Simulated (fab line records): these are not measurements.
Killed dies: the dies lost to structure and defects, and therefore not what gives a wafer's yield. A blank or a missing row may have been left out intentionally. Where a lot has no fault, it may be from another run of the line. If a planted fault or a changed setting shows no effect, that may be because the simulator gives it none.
Struck lot and sound lot, side by side ; flow sky130 ; 36 out of 708 route steps
Sound: wafers L533.2, L533.3, L533.6. Struck: wafer L549.1. (L549.3, L549.6 of the same lot were not struck and are left out.) The cause comes at the end.
Each step with rows lists, per side, the tool, then ch with its chambers, then its first start. Under that, the readings that differ: sound wafers ; struck wafers ; difference of the means ; sigmas: that difference in standard deviations of wafers without a fault.
alike: readings with means less than 2 such deviations apart, plus words and numbers identical on both sides. not compared: withheld readings, readings lacking a value on some wafer, bounds such as >300 that could conceal the same value, and numbers that have no deviation in the record and whose values overlap.
A row with sigmas, a row that says differs or no value, or rows on one side alone: a step with any of these is where the two part. Numbers that don't overlap but have no deviation are shown without sigmas and don't part them. Lack of a reading on every wafer of one side parts them only where that side has two or more wafers.

first, 6 steps without rows for these wafers: SKY_LI_CONTACT_COAT_06 (resist thk 60 nm); SKY_LI_CONTACT_COAT_07 (resist thk 450 nm); SKY_LI_CONTACT_SOFTBAKE_08 (time 90 s); SKY_LI_CONTACT_EXPOSE_09 (exposes mask LICM1, target cd 170 nm); SKY_LI_CONTACT_PEB_10; SKY_LI_CONTACT_DEVELOP_11 (develop time 60 s).
SKY_LI_CONTACT_CD_MEAS_12: the cd target is 170 nm.
  struck on cd-sem-01, day 35 08:29; sound on cd-sem-02, day 29 17:26
  alike: cd-nm
SKY_LI_CONTACT_OVL_MEAS_13:
  struck on overlay-02, day 35 08:37; sound on overlay-01, day 29 17:33
  alike: LI_CONTACT_OVL
then, 1 step without rows for these wafers: SKY_LI_CONTACT_ETCH_14 (etches BARC in N2/H2, stops on SiO2, time 45.9 s, target depth 60 nm).
SKY_LI_CONTACT_ETCH_15: etches PSG in C4F8/O2/Ar, stops on Si, target depth 600 nm.
  sound on rie-diel-02 ch 1,2,3, day 29 17:37; struck on rie-diel-04 ch 1, day 35 08:41
  alike: oes-product-au
then, 2 steps without rows for these wafers: SKY_LI_CONTACT_STRIP_16 (strips in O2/N2); SKY_LI_CONTACT_CLEAN_17 (cleans in NMP, time 600 s).
SKY_LI_CONTACT_PRE_CLEAN_18: time 5.6 s.
  struck on pvd-sputter-01, day 35 09:03; sound on pvd-sputter-01, day 29 17:59
reading;sound;struck;difference;sigmas
model.PSG_of_LI_CONTACT_HDPCVD_00.thk-nm (nm);592.5 591.1 590.9;596.4;+4.9;
SKY_LI_CONTACT_SPUTTER_19: material Ti, target thk 20 nm, time 106.37 s.
  struck on pvd-sputter-01, day 35 09:04; sound on pvd-sputter-01, day 29 18:00
  alike: throttle-valve-pct
SKY_LI_CONTACT_SPUTTER_20: material TiN, target thk 20 nm, time 80 s.
  struck on pvd-sputter-01, day 35 09:09; sound on pvd-sputter-01, day 29 18:05
  alike: throttle-valve-pct
then, 1 step without rows for these wafers: SKY_LI_CONTACT_CVD_21 (deposits W, target thk 400 nm, time 120.56 s).
SKY_LI_CONTACT_RS_MEAS_22: uses a four-point probe to measure.
  struck on film-metro-01, day 35 09:20; sound on film-metro-04, day 29 18:17
  alike: LI_CONTACT_W_RS
SKY_LI_CONTACT_THK_MEAS_23: measures by xrf.
  struck on film-metro-01, day 35 09:28; sound on film-metro-04, day 29 18:23
  alike: LI_CONTACT_W_THK
SKY_LI_CONTACT_CMP_24: polishes, stops on PSG, t overpolish 20 s, target thk 0 nm.
  sound on cmp-01 ch 1,3, day 29 18:29; struck on cmp-01 ch 2, day 35 09:35
  alike: motor-current-A, overpolish-run-s, time-to-endpoint-s
then, 1 step without rows for these wafers: SKY_LOCAL_INTERCONNECT_SPUTTER_00 (material TiN, target thk 100 nm, time 83.3 s).
SKY_LOCAL_INTERCONNECT_RS_MEAS_01: uses a four-point probe to measure.
  struck on film-metro-03, day 35 09:53; sound on film-metro-02, day 29 18:50
reading;sound;struck;difference;sigmas
LOCAL_INTERCONNECT_TIN_RS (ohm/sq);13.90 14.08 14.05;14.52;+0.51;+3
SKY_LOCAL_INTERCONNECT_THK_MEAS_02: measures by xrf.
  struck on film-metro-03, day 35 10:01; sound on film-metro-02, day 29 18:56
reading;sound;struck;difference;sigmas
LOCAL_INTERCONNECT_TIN_THK (nm);101.6 100.8 101.0;95.8;-5.3;-4
then, 8 steps without rows for these wafers: SKY_LOCAL_INTERCONNECT_DEHYDRATE_03 (time 60 s); SKY_LOCAL_INTERCONNECT_HMDS_04 (prime time 60 s); SKY_LOCAL_INTERCONNECT_COAT_05 (resist thk 60 nm); SKY_LOCAL_INTERCONNECT_COAT_06 (resist thk 450 nm); SKY_LOCAL_INTERCONNECT_SOFTBAKE_07 (time 90 s); SKY_LOCAL_INTERCONNECT_EXPOSE_08 (exposes mask LI1M, target cd 170 nm); SKY_LOCAL_INTERCONNECT_PEB_09; SKY_LOCAL_INTERCONNECT_DEVELOP_10 (develop time 60 s).
SKY_LOCAL_INTERCONNECT_CD_MEAS_11: the cd target is 170 nm.
  struck on cd-sem-02, day 36 12:19; sound on cd-sem-02, day 30 22:17
  alike: cd-nm
SKY_LOCAL_INTERCONNECT_OVL_MEAS_12:
  struck on overlay-01, day 36 12:26; sound on overlay-02, day 30 22:24
  alike: LOCAL_INTERCONNECT_OVL
SKY_LOCAL_INTERCONNECT_ETCH_13: etches BARC in N2/H2, stops on SiO2, time 45.9 s, target depth 60 nm.
  sound on rie-metal-04 ch 1, day 30 22:27; struck on rie-metal-01 ch 1, day 36 12:29
reading;sound;struck;difference;sigmas
oes-product-au (a.u.);0.849 0.853 0.848;0.860;+0.010;+2
rf-hours-counter-h (h);- - -;3;no value on the sound wafers;
  alike: drypump-motor-current-A, throttle-valve-pct
SKY_LOCAL_INTERCONNECT_METAL_ETCH_14: etches TiN in Cl2/BCl3, stops on PSG, target depth 110 nm, time 32.43 s.
  sound on rie-metal-04 ch 1, day 30 22:34; struck on rie-metal-01 ch 1, day 36 12:32
reading;sound;struck;difference;sigmas
oes-product-au (a.u.);0.940 0.930 0.936;0.912;-0.023;-3
rf-hours-counter-h (h);- - -;3;no value on the sound wafers;
throttle-valve-pct (%);21.922 21.905 21.897;21.933;+0.025;+2
model.PSG_of_LI_CONTACT_HDPCVD_00.thk-nm (nm);587.4 585.9 585.8;591.3;+4.9;
  alike: drypump-motor-current-A, mfc-cl2-sccm
then, 1 step without rows for these wafers: SKY_LOCAL_INTERCONNECT_STRIP_15 (strips in O2/N2).
-- a jump in the record: the struck wafers' starts before and after are 14 days apart (it breaks off in module LOCAL_INTERCONNECT and resumes in module PAD_OPEN, where the first step shown is number 708 of the route) --
SKY_PAD_OPEN_PROBE_99:
  struck on prober-02, day 50 04:41; sound on prober-02, day 46 08:23
reading;sound;struck;difference;sigmas
killed_at_M4_up;3 5 9;1;-5;-2
killed-at-contacts;24 21 18;9;-12;-2
killed-dies;90 91 94;61;-31;-3
killed-open;52 46 55;30;-21;-3
model.etest.licon-ndiff.rc-ohm;179.6 178.1 181.3;212.2;+32.5;
model.etest.sonos-uncharged.r-on-ohm-um;814.3 820.4 815.1;842.8;+26.2;
model.etest.licon-pdiff.rc-ohm;573.8 568.1 580.9;590.6;+16.3;
model.etest.licon-poly.rc-ohm;144.5 149.5 149;163.5;+15.8;
  alike: killed_at_M0_to_M3, killed-at-front-end, killed-at-other, killed-short

== WHERE THEY PART ==
Last at SKY_PAD_OPEN_PROBE_99 as far as this record goes, first at SKY_LOCAL_INTERCONNECT_RS_MEAS_01.

WHY: the cause the simulator had injected
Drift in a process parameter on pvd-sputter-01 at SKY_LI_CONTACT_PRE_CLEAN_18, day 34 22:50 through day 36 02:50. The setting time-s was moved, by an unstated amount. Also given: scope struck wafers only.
